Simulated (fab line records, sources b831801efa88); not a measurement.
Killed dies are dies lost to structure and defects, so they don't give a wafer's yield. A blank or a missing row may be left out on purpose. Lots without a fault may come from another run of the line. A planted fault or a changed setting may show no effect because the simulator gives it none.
Which tool did it? | flow gf180mcu | 11 lots, 33 wafers sampled, at 4 steps of a route of 602

WHAT THE GAUGES READ, wafer by wafer
GF_PSD_TW_MEAS_11.
lot  | measured     | on            | PSD_TW
L550 | day 13 16:45 | film_metro-01 | 3206 3213 3190
L552 | day 14 21:23 | film_metro-01 | 3217 3217 3184
L553 | day 14 21:05 | film_metro-02 | 3175 3183 3204
L554 | day 15 09:31 | film_metro-01 | 3615 3582 3596
L556 | day 15 20:31 | film_metro-01 | 3215 3206 3213
L558 | day 16 18:30 | film_metro-02 | 3203 3196 3180
L559 | day 16 19:27 | film_metro-02 | 3176 3191 3193
L560 | day 17 01:25 | film_metro-02 | 3572 3587 3584
L564 | day 18 16:13 | film_metro-03 | 3528 3513 3542
L570 | day 21 00:10 | film_metro-01 | 3206 3196 3194
L572 | day 21 06:46 | film_metro-01 | 3187 3207 3203

WHICH TOOL RAN EACH LOT (tool, then ch and the chambers of the sampled wafers, then the start)
lot  | GF_VT_IMPLANT_STRIP_31               | GF_PSD_IMPLANT_09               | GF_PSD_STRIP_10
L550 | plasma_asher-03 ch 0,1, day 6 23:26  | implanter-02 ch 0, day 13 16:30 | plasma_asher-02 ch 0,1, day 13 16:39
L552 | plasma_asher-02 ch 0,1, day 7 18:17  | implanter-01 ch 0, day 14 21:09 | plasma_asher-03 ch 0,1, day 14 21:17
L553 | plasma_asher-03 ch 1, day 7 18:42    | implanter-01 ch 0, day 14 20:51 | plasma_asher-02 ch 1, day 14 20:59
L554 | plasma_asher-03 ch 1, day 8 09:39    | implanter-01 ch 0, day 15 08:57 | plasma_asher-01 ch 1, day 15 09:24
L556 | plasma_asher-03 ch 0,1, day 8 15:56  | implanter-02 ch 0, day 15 20:16 | plasma_asher-02 ch 0,1, day 15 20:24
L558 | plasma_asher-04 ch 0,1, day 9 06:41  | implanter-03 ch 0, day 16 18:15 | plasma_asher-01 ch 0,1, day 16 18:24
L559 | plasma_asher-04 ch 0,1, day 9 11:08  | implanter-03 ch 0, day 16 19:12 | plasma_asher-02 ch 0,1, day 16 19:21
L560 | plasma_asher-04 ch 0,1, day 9 16:47  | implanter-02 ch 0, day 17 00:52 | plasma_asher-01 ch 0,1, day 17 01:19
L564 | plasma_asher-02 ch 0,1, day 10 18:17 | implanter-02 ch 0, day 18 15:40 | plasma_asher-03 ch 0, day 18 16:07
L570 | plasma_asher-02 ch 0,1, day 12 09:53 | implanter-01 ch 0, day 20 23:55 | plasma_asher-01 ch 0,1, day 21 00:04
L572 | plasma_asher-02 ch 0,1, day 12 21:14 | implanter-03 ch 0, day 21 06:31 | plasma_asher-02 ch 0,1, day 21 06:40
- GF_VT_IMPLANT_STRIP_31: strips in O2/N2.
- GF_PSD_IMPLANT_09
- GF_PSD_STRIP_10: strips in O2/N2.

THE ANSWER, worked out from the rows above alone
Rule: what is usual is taken from the lots themselves. Put in order of their means at a reading, lots are off if they are a third of the lots or fewer, leave a main group of 4 or more, and stand apart from it by a gap of 3 or more times the standard deviation of the main group's means; of several such gaps the widest counts. A main group whose means are all the same, to the digits that the tables above print for the reading, isn't used. A lot without any number at a reading at which 4 lots or more have one is off too. The other lots that the step has rows for count as sound.
Off: L554, L560, L564, at GF_PSD_TW_MEAS_11 (PSD_TW). The main group: mean 3198, standard deviation 8.2.
A tool fits if, at a process step before that reading, it ran every lot that is off, and no sound lot after the first of them. The gauges at GF_PSD_TW_MEAS_11 are tried like those tools. None of those tried fits.

WHAT THE SIMULATOR HAD PUT IN
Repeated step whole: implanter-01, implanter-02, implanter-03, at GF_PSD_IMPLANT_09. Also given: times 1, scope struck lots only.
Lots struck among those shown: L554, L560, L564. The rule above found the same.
